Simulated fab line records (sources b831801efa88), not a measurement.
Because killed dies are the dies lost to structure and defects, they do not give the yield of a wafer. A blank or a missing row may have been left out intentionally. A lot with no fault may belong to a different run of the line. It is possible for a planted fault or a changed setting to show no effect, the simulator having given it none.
fab line records | flow sfq_line
record: lots: 5 | wafers: 15 | last_day: 83
route steps=325 shown I0@43
lots with no fault: from the same line, run without faults
start_h: hours from the record's opening day to when the first of the lot's shown wafers began | wait_h: how many hours have passed since the lot's step before this one | " repeats the value in the row above | L1.1+2: one row covering several wafers at once | - either no value or no given start | * or withheld: withheld | < > ~ a bound
route shown NAME@n: NAME is a module with steps in the file, n the number in the route of the first one | usual: the fault-free wafers' mean and standard deviation | same: alike in all rows | chamber/n: place in a boat | sites: per-site readings | _std_site: how widely they spread, as a standard deviation | _edge_site: outer sites' mean less inner sites' | radius_mm: for every site, how far away it sits from the centre of the wafer | mask NAME#n: copy n | behind: tool/chamber where the wafer was last shaped | hold: why the lot went on hold/how many hours it stayed there/how the hold came to an end | device: the n, p or np transistor that did not switch | end of line: at the end of the route, the tests of the same wafers | where a step has no rows: the recipe by itself | killed: at the first sort, the dies lost to defects and structure; wafer yield is something else | map: per-die view of a wafer (x killed, . not killed, _ where there is no die)
set.NAME: the setting the step ran with; set.NAME@STEP: the setting that earlier step ran with | model.NAME: the simulator's own value behind a step, which no gauge read
lots at selected steps of the route; one table per step, one row per wafer
services: a tool's chamber out of use, with start hour (start_h, from the record's first day; less than 0 if before it), hours out, and reason
== steps ==
step: SFQ_TRILAYER_I0_DEP_PECVD_027
recipe: material: SiO2 | temp_c: 150 | time_s: 111.11 | pressure_torr: 2.4 | rf_w: 183.3 | precursor: SiH4/N2O | target_thk_nm: 500
usual: heater_power_w: 82/19 | showerhead_vpp_V: 860/32 | throttle_valve_pct: 24.2/1.2
lot.wafer | tool     | chamber | start_h | wait_h | heater_power_w | showerhead_vpp_V | throttle_valve_pct
L697.1    | pecvd-03 | 1       | 282.97  | 0.0    | 84             | 839              | 24.0
L697.2    | "        | 2       | "       | "      | 89             | 927              | 23.6
L697.6    | "        | 2       | "       | "      | 95             | 927              | 23.4
L707.2    | pecvd-02 | 1       | 352.28  | 0.0    | 110            | 831              | 26.2
L707.4    | "        | 0       | "       | "      | 110            | 853              | 24.9
L707.5    | "        | 1       | "       | "      | 91             | 847              | 26.4
L709.2    | pecvd-02 | 2       | 371.86  | 0.0    | 42             | 851              | 26.7
L709.5    | "        | 2       | "       | "      | 43             | 865              | 26.6
L709.6    | "        | 0       | "       | "      | 118            | 846              | 24.9
L710.1    | pecvd-03 | 2       | 389.28  | 0.0    | 100            | 924              | 23.5
L710.5    | "        | 1       | "       | "      | 87             | 841              | 24.4
L710.6    | "        | 2       | "       | "      | 98             | 931              | 24.1
L711.1    | pecvd-02 | 1       | 408.04  | 0.0    | 98             | 811              | 26.2
L711.2    | "        | 0       | "       | "      | 104            | 855              | 24.9
L711.6    | "        | 2       | "       | "      | 34             | 857              | 26.5
step: SFQ_TRILAYER_I0_CMP_CMP_028
recipe: material: SiO2 | down_force_psi: 3 | platen_rpm: 60 | pad_velocity_m_s: 0.94248
usual: motor_current_A: 10.2/1.1 | time_to_endpoint_s: 214/7.3
lot.wafer | tool   | chamber | start_h | wait_h | motor_current_A | time_to_endpoint_s
L697.2    | cmp-01 | 2       | 285.30  | 2.3    | 11.2            | 216
L697.1    | "      | 0       | 286.30  | 3.3    | 9.4             | 198
L697.6    | "      | 2       | 287.30  | 4.2    | 11.5            | 212
L707.2    | cmp-02 | 0       | 352.86  | 0.5    | 10.1            | 196
L707.4    | "      | 1       | "       | "      | 9.7             | 208
L707.5    | "      | 0       | 354.86  | 2.5    | 9.9             | 195
L709.2    | cmp-02 | 3       | 372.43  | 0.5    | 8.4             | 202
L709.6    | "      | 2       | 373.93  | 2.0    | 10.1            | 213
L709.5    | "      | 3       | "       | "      | 8.3             | 212
L710.1    | cmp-02 | 3       | 390.36  | 1.0    | 8.4             | 214
L710.5    | "      | 1       | 391.36  | 2.0    | 9.7             | 222
L710.6    | "      | 2       | "       | "      | 10.3            | 220
L711.2    | cmp-01 | 0       | 409.16  | 1.1    | 9.6             | 218
L711.1    | "      | 2       | 410.16  | 2.1    | 11.1            | 216
L711.6    | "      | 3       | "       | "      | 10.9            | 211
step: SFQ_I0_BOW_MEAS_907
recipe: mode: bow
usual: I0_BOW: 2/6.9
lot.wafer | tool          | chamber | start_h | wait_h | I0_BOW[um]
L697.1    | film_metro-01 | -       | 287.80  | 1.0    | 7
L697.2    | "             | -       | "       | "      | 3
L697.6    | "             | -       | "       | "      | -7
L707.2    | film_metro-02 | -       | 355.38  | 2.0    | 10
L707.4    | "             | -       | "       | "      | 7
L707.5    | "             | -       | "       | "      | -4
L709.2    | film_metro-02 | -       | 374.95  | 2.0    | -8
L709.5    | "             | -       | "       | "      | 16
L709.6    | "             | -       | "       | "      | 5
L710.1    | film_metro-01 | -       | 392.36  | 1.5    | 4
L710.5    | "             | -       | "       | "      | 8
L710.6    | "             | -       | "       | "      | -13
L711.1    | film_metro-03 | -       | 411.66  | 1.0    | 11
L711.2    | "             | -       | "       | "      | 8
L711.6    | "             | -       | "       | "      | -3
step: SFQ_TRILAYER_I0_METRO_MEASURE_029
usual: thk_nm: 199.9/1.1
lot.wafer | tool          | chamber | start_h | wait_h | thk_nm
L697.1    | film_metro-01 | -       | 287.92  | 0.1    | 198.8
L697.2    | "             | -       | "       | "      | 198.9
L697.6    | "             | -       | "       | "      | 199.3
L707.2    | film_metro-02 | -       | 355.68  | 0.3    | 198.0
L707.4    | "             | -       | "       | "      | 199.7
L707.5    | "             | -       | "       | "      | 198.2
L709.2    | film_metro-02 | -       | 375.25  | 0.3    | 198.8
L709.5    | "             | -       | "       | "      | 201.0
L709.6    | "             | -       | "       | "      | 200.6
L710.1    | film_metro-01 | -       | 392.48  | 0.1    | 198.4
L710.5    | "             | -       | "       | "      | 199.7
L710.6    | "             | -       | "       | "      | 200.2
L711.1    | film_metro-03 | -       | 411.78  | 0.1    | 198.4
L711.2    | "             | -       | "       | "      | 199.4
L711.6    | "             | -       | "       | "      | 200.6
step: SFQ_TRILAYER_I0_VIA_LITHO_COAT_036
recipe: resist: BARC | spin_rpm: 3000 | resist_thk_nm: 62
step: SFQ_TRILAYER_I0_VIA_LITHO_COAT_031
recipe: resist: KrF | spin_rpm: 3000 | resist_thk_nm: 650
step: SFQ_TRILAYER_I0_VIA_LITHO_SOFTBAKE_035
recipe: temp_c: withheld | time_s: withheld | resist: KrF
step: SFQ_TRILAYER_I0_VIA_LITHO_EXPOSE_032
recipe: mask_id: I0 | na: 0.6 | source_shape: conventional | sigma_outer: 0.65 | target_cd_nm: 500 | dose_mj: 21.3
step: SFQ_TRILAYER_I0_VIA_LITHO_PEB_034
recipe: peb_temp_c: 115 | peb_time_s: 60 | resist: KrF
step: SFQ_TRILAYER_I0_VIA_LITHO_DEVELOP_033
recipe: time_s: 60 | resist: KrF
step: SFQ_I0_OVL_MEAS_908
usual: I0_OVL: -2/5.1
lot.wafer | tool       | chamber | start_h | wait_h | I0_OVL[nm]
L697.1    | overlay-01 | -       | 424.99  | 0.1    | -3
L697.2    | "          | -       | "       | "      | -2
L697.6    | "          | -       | "       | "      | 2
L707.2    | overlay-01 | -       | 508.29  | 0.1    | -8
L707.4    | "          | -       | "       | "      | -13
L707.5    | "          | -       | "       | "      | -12
L709.2    | overlay-02 | -       | 527.29  | 0.1    | -1
L709.5    | "          | -       | "       | "      | -1
L709.6    | "          | -       | "       | "      | -2
L710.1    | overlay-02 | -       | 548.89  | 0.1    | 3
L710.5    | "          | -       | "       | "      | -3
L710.6    | "          | -       | "       | "      | -3
L711.1    | overlay-02 | -       | 570.04  | 0.1    | -9
L711.2    | "          | -       | "       | "      | 0
L711.6    | "          | -       | "       | "      | -8
step: SFQ_TRILAYER_I0_VIA_BARC_OPEN_VIA_ETCH_046
recipe: mask_material: PR | chemistry: O2 | target_depth_nm: 125 | target: BARC | source_w: 500 | bias_w: 80 | pressure_mtorr: 30 | time_s: 41.7
usual: drypump_motor_current_A: 5.7/0.45 | oes_product_au: 0.686/0.0047 | rf_fwd_power_W: 494.9/2.1
lot.wafer | tool        | chamber | start_h | wait_h | drypump_motor_current_A | oes_product_au | rf_fwd_power_W | rf_hours_counter_h
L697.1    | rie_diel-01 | 1       | 425.03  | 0.0    | 5.2                     | 0.680          | 493.6          | 10
L697.2    | "           | 2       | "       | "      | 6.4                     | 0.687          | 497.3          | 3
L697.6    | "           | 2       | "       | "      | 6.3                     | 0.686          | 495.5          | -
L707.2    | rie_diel-01 | 2       | 508.32  | 0.0    | 6.4                     | 0.691          | 493.1          | 4
L707.4    | "           | 0       | "       | "      | 5.6                     | 0.689          | 494.3          | 88
L707.5    | "           | 1       | "       | "      | 5.2                     | 0.692          | 492.3          | -
L709.2    | rie_diel-04 | 1       | 527.32  | 0.0    | 6.1                     | 0.684          | 495.5          | 49
L709.5    | "           | 0       | "       | "      | 5.9                     | 0.685          | 490.9          | -
L709.6    | "           | 3       | "       | "      | 5.8                     | 0.690          | 493.7          | -
L710.1    | rie_diel-04 | 1       | 548.92  | 0.0    | 6.1                     | 0.686          | 496.1          | 49
L710.5    | "           | 0       | "       | "      | 5.8                     | 0.683          | 491.7          | -
L710.6    | "           | 1       | "       | "      | 6.1                     | 0.674          | 498.5          | -
L711.1    | rie_diel-02 | 3       | 570.07  | 0.0    | 5.1                     | 0.692          | 495.5          | 12
L711.2    | "           | 2       | "       | "      | 6.5                     | 0.685          | 499.3          | 69
L711.6    | "           | 3       | "       | "      | 5.1                     | 0.689          | 495.2          | -
step: SFQ_TRILAYER_I0_VIA_ETCH_VIA_ETCH_034
recipe: target: SiO2 | stop_on: Nb | mask_material: PR | taper_deg: 20 | chemistry: CHF3 | target_depth_nm: 260 | source_w: 500 | bias_w: 80 | pressure_mtorr: 30 | time_s: withheld
usual: drypump_motor_current_A: 5.7/0.45 | oes_product_au: 0.854/0.0049 | rf_fwd_power_W: 498.3/1.4
lot.wafer | tool        | chamber | start_h | wait_h | drypump_motor_current_A | oes_product_au | rf_fwd_power_W | model.Nb_of_TRILAYER_M0_DEP_SPUTTER_019.thk_nm
L697.1    | rie_diel-01 | 1       | 425.07  | 0.0    | 5.2                     | 0.847          | 495.6          | 198.9
L697.2    | "           | 2       | "       | "      | 6.4                     | 0.856          | 497.8          | 200.7
L697.6    | "           | 2       | "       | "      | 6.4                     | 0.852          | 498.8          | 197.5
L707.2    | rie_diel-01 | 2       | 508.36  | 0.0    | 6.4                     | 0.848          | 578.8          | 196.9
L707.4    | "           | 0       | "       | "      | 5.6                     | 0.837          | 500.4          | 198.8
L707.5    | "           | 1       | "       | "      | 5.2                     | 0.851          | 496.8          | 198.3
L709.2    | rie_diel-04 | 1       | 527.36  | 0.0    | 6.2                     | 0.851          | 500.3          | 202.3
L709.5    | "           | 0       | "       | "      | 5.8                     | 0.859          | 495.1          | 198
L709.6    | "           | 3       | "       | "      | 5.8                     | 0.858          | 499.3          | 201.9
L710.1    | rie_diel-04 | 1       | 548.96  | 0.0    | 6.1                     | 0.843          | 499.8          | 200.4
L710.5    | "           | 0       | "       | "      | 5.9                     | 0.857          | 497.9          | 199.5
L710.6    | "           | 1       | "       | "      | 6.1                     | 0.848          | 500.2          | 203.7
L711.1    | rie_diel-02 | 3       | 570.11  | 0.0    | 5.1                     | 0.842          | 497.0          | 200.4
L711.2    | "           | 2       | "       | "      | 6.5                     | 0.860          | 499.4          | 205.3
L711.6    | "           | 3       | "       | "      | 5.1                     | 0.856          | 497.0          | 199.6
step: SFQ_TRILAYER_I0_VIA_STRIP_STRIP_035
recipe: gas: O2 | power_w: 200 | platen_temp_c: 40 | overash_fraction: 0.65 | chemistry: O2 | pressure_mtorr: 50
usual: drypump_motor_current_A: 5.8/0.35 | he_backside_leak_sccm: 3.29/0.28 | oes_product_au: 0.995/0.0078 | platen_temp_c: 39.99/0.11
lot.wafer | tool         | chamber | start_h | wait_h | drypump_motor_current_A | he_backside_leak_sccm | oes_product_au | platen_temp_c | rf_hours_counter_h
L697.1    | rie_metal-04 | 1       | 425.18  | -      | 5.3                     | 3.28                  | 1.007          | 39.98         | 137
L697.2    | "            | 0       | "       | "      | 5.9                     | 3.43                  | 0.995          | 39.99         | 16
L697.6    | "            | 1       | "       | "      | 5.3                     | 3.17                  | 1.007          | 39.91         | -
L707.2    | rie_metal-04 | 1       | 508.48  | -      | 5.3                     | 3.39                  | 0.998          | 40.09         | 142
L707.4    | "            | 0       | "       | "      | 5.9                     | 3.35                  | 1.005          | 40.03         | -
L707.5    | "            | 1       | "       | "      | 5.4                     | 3.43                  | 1.007          | 40.15         | -
L709.2    | rie_metal-02 | 0       | 527.48  | -      | 5.6                     | 3.19                  | 1.012          | 40.19         | 9
L709.5    | "            | 0       | "       | "      | 5.6                     | 3.37                  | 1.010          | 40.13         | -
L709.6    | "            | 1       | "       | "      | 6.5                     | 3.52                  | 1.003          | 40.12         | -
L710.1    | rie_metal-01 | 0       | 549.08  | -      | 5.7                     | 2.83                  | 0.996          | 40.16         | 0
L710.5    | "            | 0       | "       | "      | 5.7                     | 3.15                  | 0.988          | 39.88         | -
L710.6    | "            | 1       | "       | "      | 6.0                     | 3.53                  | 0.988          | 40.05         | -
L711.1    | rie_metal-04 | 1       | 570.23  | -      | 5.3                     | 3.15                  | 0.988          | 39.90         | 3
L711.2    | "            | 1       | "       | "      | 5.4                     | 3.13                  | 0.992          | 39.78         | -
L711.6    | "            | 1       | "       | "      | 5.3                     | 3.06                  | 0.988          | 40.01         | -
== services ==
tool          | chamber | start_h | hours | kind
rie_diel-02   | 1       | 264.37  | 1.2   | repair
rie_diel-02   | 3       | 269.13  | 4.8   | repair
film_metro-01 | -       | 283.52  | 1.3   | pm
pecvd-03      | 0       | 284.56  | 4.9   | repair
pecvd-03      | 2       | 284.61  | 18.5  | repair
cmp-02        | -       | 286.30  | 1.2   | repair
rie_diel-02   | 1       | 292.76  | 15.0  | repair
film_metro-02 | -       | 294.03  | 0.7   | pm
rie_diel-01   | 2       | 296.12  | 19.4  | repair
film_metro-02 | -       | 305.02  | 0.7   | pm
cmp-02        | -       | 308.62  | 2.3   | repair
cmp-02        | -       | 317.10  | 2.8   | repair
rie_diel-02   | -       | 338.53  | 2.8   | pm
rie_diel-04   | -       | 404.93  | 0.1   | repair
rie_diel-04   | 2       | 406.30  | 4.4   | repair
cmp-02        | -       | 410.73  | 4.0   | pm
cmp-02        | -       | 431.47  | 6.8   | pm
rie_diel-04   | 2       | 452.30  | 2.1   | repair
rie_metal-04  | 0       | 457.82  | 6.0   | repair
rie_metal-04  | 1       | 458.97  | 20.1  | repair
rie_diel-04   | 3       | 463.04  | 3.8   | repair
pecvd-02      | 2       | 472.49  | 8.0   | repair
rie_metal-04  | 0       | 543.92  | 37.1  | repair
pecvd-02      | -       | 563.75  | 14.0  | pm
== key ==
first_sign: step: SFQ_TRILAYER_I0_VIA_ETCH_VIA_ETCH_034 | reading: rf_fwd_power_W | direction: up | sigmas: 58 | usual: 498.3 | struck: 578.8
effect none on later readings
model_effect: step: SFQ_TRILAYER_I0_VIA_ETCH_VIA_ETCH_034 | value: Nb_of_TRILAYER_M0_DEP_SPUTTER_019.thk_nm | without: 198.1 | struck: 196.9
met_at SFQ_TRILAYER_I0_VIA_ETCH_VIA_ETCH_034
struck_wafers L707.2
onset_between 425.07 508.36
fault: kind: process_parameter_drift | tool: rie_diel-01 | chamber: 2 | onset_h: 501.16 | steps: SFQ_TRILAYER_I0_VIA_ETCH_VIA_ETCH_034 | channel: source_w | offset: 80 | shape: step | end_h: 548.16 | acts_in: these_recipes_only | stated: 500
